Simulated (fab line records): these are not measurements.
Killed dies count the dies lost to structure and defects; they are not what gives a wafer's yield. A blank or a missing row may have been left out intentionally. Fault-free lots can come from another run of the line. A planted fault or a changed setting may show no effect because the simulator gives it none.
Comparing a struck lot with a sound one :: flow sky130 :: 43 out of 708 route steps
Sound: the wafers L888.1, L888.3, L888.4. Struck: wafer L889.4. (L889.5, L889.6 of the same lot were not struck and are left out.) The cause comes at the end.
Each step with rows lists, per side, the tool, then ch with its chambers, then its first start. Under that, the readings that differ: sound wafers :: struck wafers :: difference of the means :: sigmas: that difference in standard deviations of wafers without a fault.
alike: readings whose means differ by less than 2 such deviations, and words and numbers that are the same on both sides. not compared: withheld readings, readings that some wafer has no value for, bounds like >300 that may hide the same value, and numbers for which the record gives no deviation and whose values overlap.
The two part at a step that has a row with sigmas, a row that says differs or no value, or rows on one side only. When numbers do not overlap yet have no deviation, they are printed without sigmas and do not part them. A reading missing from all wafers of one side parts the sides only when that side holds two or more wafers.

first, 2 steps without rows for these wafers: SKY_VIA3_CLEAN_18 (cleans in IPA, time 180 s); SKY_VIA3_CLEAN_19 (cleans in O3/DIW).
SKY_VIA3_SPUTTER_20: material TiN, target thk 20 nm, time 80 s.
  struck on pvd_sputter-02, day 42 15:01; sound on pvd_sputter-02, day 42 04:59
  alike: cathode_dc_power_W, throttle_valve_pct
then, 1 step without rows for these wafers: SKY_VIA3_CVD_21 (deposits W, target thk 390 nm, time 117.31 s).
SKY_VIA3_RS_MEAS_22: a four-point-probe measurement.
  struck on film_metro-03, day 42 15:16; sound on film_metro-04, day 42 05:10
  alike: VIA3_W_RS
SKY_VIA3_THK_MEAS_23: measures by xrf.
  struck on film_metro-03, day 42 15:22; sound on film_metro-04, day 42 05:17
  alike: VIA3_W_THK
then, 2 steps without rows for these wafers: SKY_VIA3_CMP_24 (polishes, stops on SiO2, t overpolish 20 s, target thk 0 nm); SKY_METAL4_SPUTTER_00 (material Ti, target thk 15 nm, time 10 s).
SKY_METAL4_SPUTTER_01: material TiN, target thk 20 nm, time 16.7 s.
  struck on pvd_sputter-04, day 42 15:44; sound on pvd_sputter-03, day 42 05:40
  alike: cathode_dc_power_W, throttle_valve_pct
then, 1 step without rows for these wafers: SKY_METAL4_SPUTTER_02 (material AlCu, target thk 735 nm, time 39.1 s).
SKY_METAL4_SPUTTER_03: material Ti, target thk 5 nm, time 3.3 s.
  struck on pvd_sputter-04, day 42 15:47; sound on pvd_sputter-03, day 42 05:44
  alike: cathode_dc_power_W, throttle_valve_pct
SKY_METAL4_SPUTTER_04: material TiN, target thk 70 nm, time 58.3 s.
  struck on pvd_sputter-04, day 42 15:49; sound on pvd_sputter-03, day 42 05:45
  alike: cathode_dc_power_W, throttle_valve_pct
SKY_CAP2M_CVD_00: deposits SiO2, target thk 15.5 nm.
  sound on pecvd-03 ch 0,1,2, day 42 05:48; struck on pecvd-04 ch 2, day 42 15:52
  alike: heater_power_w, susceptor_temp_C
SKY_CAP2M_THK_MEAS_01:
  struck on film_metro-04, day 42 15:55; sound on film_metro-02, day 42 05:49
  alike: CAP2M_CVD_00_THK
then, 1 step without rows for these wafers: SKY_CAP2M_SPUTTER_02 (material TiN, target thk 200 nm, time 166.7 s).
SKY_CAP2M_RS_MEAS_03: a four-point-probe measurement.
  struck on film_metro-01, day 42 16:07; sound on film_metro-01, day 42 06:00
  alike: CAP2M_TIN_RS
SKY_CAP2M_THK_MEAS_04: measures by xrf.
  struck on film_metro-01, day 42 16:13; sound on film_metro-01, day 42 06:07
  alike: CAP2M_TIN_THK
then, 7 steps without rows for these wafers: SKY_CAP2M_DEHYDRATE_05 (time 60 s); SKY_CAP2M_HMDS_06 (prime time 60 s); SKY_CAP2M_COAT_07 (resist thk 1140 nm); SKY_CAP2M_SOFTBAKE_08 (time 60 s); SKY_CAP2M_EXPOSE_09 (exposes mask CAP2M, target cd 1000 nm); SKY_CAP2M_PEB_10; SKY_CAP2M_DEVELOP_11 (develop time 60 s).
SKY_CAP2M_OVL_MEAS_12:
  struck on overlay-01, day 43 13:52; sound on overlay-02, day 43 04:59
  alike: CAP2M_OVL
then, 13 steps without rows for these wafers: SKY_CAP2M_METAL_ETCH_13 (etches TiN in Cl2/BCl3, stops on SiO2, target depth 220 nm, time 62.9 s); SKY_CAP2M_STRIP_14 (strips in O2/N2); SKY_CAP2M_STRIP_15 (strips in post etch residue remover, time 1200 s); SKY_CAP2M_CLEAN_16 (cleans in IPA, time 180 s); SKY_CAP2M_CLEAN_17 (cleans in O3/DIW); SKY_METAL4_DEHYDRATE_05 (time 60 s); SKY_METAL4_HMDS_06 (prime time 60 s); SKY_METAL4_COAT_07 (resist thk 60 nm); SKY_METAL4_COAT_08 (resist thk 1140 nm); SKY_METAL4_SOFTBAKE_09 (time 90 s); SKY_METAL4_EXPOSE_10 (exposes mask MM4, target cd 300 nm); SKY_METAL4_PEB_11; SKY_METAL4_DEVELOP_12 (develop time 60 s).
SKY_METAL4_CD_MEAS_13: target cd 300 nm.
  struck on cd_sem-02, day 44 13:01; sound on cd_sem-01, day 44 04:15
  alike: cd_nm
SKY_METAL4_OVL_MEAS_14:
  struck on overlay-01, day 44 13:05; sound on overlay-02, day 44 04:22
  alike: METAL4_OVL
then, 1 step without rows for these wafers: SKY_METAL4_DESCUM_15 (chemistry O2, time 8 s).
SKY_METAL4_ETCH_16: etches BARC in N2/H2, stops on SiO2, time 88.2 s, target depth 60 nm.
  sound on rie_metal-02 ch 0,1, day 44 04:26; struck on rie_metal-01 ch 0, day 44 13:10
  alike: chamber_pressure_mTorr, drypump_motor_current_A, oes_product_au, throttle_valve_pct
  not compared: rf_hours_counter_h
-- the record jumps here: 4 days lie between the struck wafers' starts before and after (it left off in module METAL4 and takes up again in module PAD_OPEN, whose first step shown is number 708 of the route) --
SKY_PAD_OPEN_PROBE_99:
  struck on prober-01, day 48 04:42; sound on prober-02, day 47 20:43
reading: killed_at_other
sound: 0 3 0
struck: 18
difference: +17
sigmas: +30

reading: model.etest.tester.sort_bin_5_pct (%)
sound: 10.57 10.98 11.59
struck: 12.8
difference: +1.8
sigmas: 
  alike: defect_limited_yield, killed_at_M0_to_M3, killed_at_M4_up, killed_at_contacts, killed_at_front_end, killed_dies, killed_open, killed_short, sort_bin_3_pad_short, sort_bin_5_function, sort_bin_6_memory, sort_n_pass, sort_yield_pct
  not compared: model.etest.tester.sort_n_pass, model.etest.tester.sort_yield_pct

== WHERE THEY PART ==
At SKY_PAD_OPEN_PROBE_99 and nowhere else, as far as this record goes.

WHY: the cause the simulator had injected
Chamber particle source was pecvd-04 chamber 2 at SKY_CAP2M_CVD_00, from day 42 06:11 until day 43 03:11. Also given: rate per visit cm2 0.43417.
